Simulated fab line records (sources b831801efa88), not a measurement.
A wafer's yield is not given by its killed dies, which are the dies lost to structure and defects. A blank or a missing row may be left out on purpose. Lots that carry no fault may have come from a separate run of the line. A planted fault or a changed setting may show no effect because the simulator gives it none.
8D (eight disciplines) problem report, filled in by code + flow sky130 + the parts of the form that need people (team, actions taken, sign-off) are left out

## 1. WHAT IS WRONG
oesProductAu at SKY_POLY_CUT_ETCH_11 reads a mean of 0.743 a.u. on 6 wafers of 2 lots; wafers without a fault read 0.829 a.u. with a standard deviation of 0.0074. That is -12 standard deviations from the usual mean.
The step: etches Si3N4 in CF4/CH2F2/Ar, stops on poly-Si, time 42.5 s, target depth 60 nm.
Seen first at day 30 14:38 on rieDiel-01, wafer L317.2. Wafers with a number at this step in the record: 42, from 14 lots. Rule for "out", or "out of limits": more than 4 standard deviations from the usual mean. The rest of the wafers with a number are treated as sound.

## 2. WHAT THIS IS AND IS NOT
| question                    | is                     | is not                                                                 |
|-----------------------------|------------------------|------------------------------------------------------------------------|
| which readings at this step | oesProductAu           | drypumpMotorCurrentA                                                   |
| which lots                  | L317, L318             | L299, L300, L302, L303, L304, L305, L307, L308, L309, L310, L312, L321 |
| which wafers of those lots  | all that have a number | -                                                                      |
| read on which tools         | rieDiel-01             | rieDiel-02                                                             |
| when                        | from day 30 14:38      | up to then (33 sound wafers); but 3 sound wafers of L321 came after    |

## 3. THE SUSPECTS, EACH WITH WHAT RULES IT OUT
Counting: any tool at a process step up to the reading is kept as a suspect provided that every lot that is out went through it and no sound lot did after the first of them.
- rieDiel-01 at SKY_POLY_CUT_ETCH_11 (etches Si3N4 in CF4/CH2F2/Ar, stops on poly-Si, time 42.5 s, target depth 60 nm): kept. Every lot that is out went through it, starting with L317 (day 30 14:38), and after that it ran no sound lot; the last sound lot it ran before then is L312 (day 29 02:28). Out on those wafers are its own readings of oesProductAu.
Left after counting: rieDiel-01 at SKY_POLY_CUT_ETCH_11.

## 4. THE CAUSE (what the simulator had put in)
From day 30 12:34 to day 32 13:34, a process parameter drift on rieDiel-01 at SKY_POLY_CUT_ETCH_11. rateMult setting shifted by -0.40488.
The count eliminated every tool but this one.

## 5. THE EFFECT CHAIN, in route order
Rows list readings where the struck wafers' mean (over those with a number) sits beyond 3 standard deviations from the usual. Readings are gone through only where the record gives a usual standard deviation; hours: the median, over the lots, of the time from a lot's start at the first step in this table giving one to that lot's start at this step; sigmas: the change measured in usual standard deviations.
| hours | step                  | reading          | usual      | on struck wafers | change | sigmas |
|-------|-----------------------|------------------|------------|------------------|--------|--------|
| 0     | SKY_POLY_CUT_ETCH_11  | oesProductAu     | 0.829 a.u. | 0.743            | -0.086 | -12    |
| 463   | SKY_PAD_OPEN_PROBE_99 | killedAtFrontEnd | 16         | 418              | +402   | +96    |
| 463   | SKY_PAD_OPEN_PROBE_99 | killedDies       | 86         | 492              | +406   | +48    |
| 463   | SKY_PAD_OPEN_PROBE_99 | killedOnRim      | 17         | 96               | +79    | +20    |
Process steps it contains:
- SKY_POLY_CUT_ETCH_11: etches Si3N4 in CF4/CH2F2/Ar, stops on poly-Si, time 42.5 s, target depth 60 nm.
- SKY_PAD_OPEN_PROBE_99

## 6. HOW IT WOULD HAVE BEEN CAUGHT EARLIER
In this record no reading fell out of limits until day 30 14:38, 2 hours after the fault had begun at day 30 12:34.
